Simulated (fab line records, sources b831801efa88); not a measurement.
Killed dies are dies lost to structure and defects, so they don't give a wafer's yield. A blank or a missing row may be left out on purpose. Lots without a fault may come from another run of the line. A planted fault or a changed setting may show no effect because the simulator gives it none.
Which tool did it? | flow sky130 | 6 lots, 18 wafers sampled, at 1 step of a route of 708

WHAT THE GAUGES READ, wafer by wafer
SKY_FIELD_ISO_THK_MEAS_04.
lot  | measured    | on            | FIELD_ISO_CVD_03_THK (nm)
L953 | day 2 05:17 | film_metro-04 | 163.7 163.9 163.3
L957 | day 3 04:01 | film_metro-02 | 166.1 165.3 165.8
L959 | day 3 13:28 | film_metro-03 | 163.6 166.7 165.0
L964 | day 4 11:46 | film_metro-02 | 167.1 166.7 165.1
L969 | day 5 14:13 | film_metro-03 | 164.9 163.9 164.8
L972 | day 6 09:40 | film_metro-03 | 165.6 165.5 166.5

WHICH TOOL RAN EACH LOT (tool, then ch and the chambers of the sampled wafers, then the start)
The record holds no process step before these readings.

THE ANSWER, worked out from the rows above alone
Rule: what is usual is taken from the lots themselves. Put in order of their means at a reading, lots are off if they are a third of the lots or fewer, leave a main group of 4 or more, and stand apart from it by a gap of 3 or more times the standard deviation of the main group's means; of several such gaps the widest counts. A main group whose means are all the same, to the digits that the tables above print for the reading, isn't used. A lot without any number at a reading at which 4 lots or more have one is off too. The other lots that the step has rows for count as sound.
No lot is off at any reading shown: from this, nothing can be told.

WHAT THE SIMULATOR HAD PUT IN
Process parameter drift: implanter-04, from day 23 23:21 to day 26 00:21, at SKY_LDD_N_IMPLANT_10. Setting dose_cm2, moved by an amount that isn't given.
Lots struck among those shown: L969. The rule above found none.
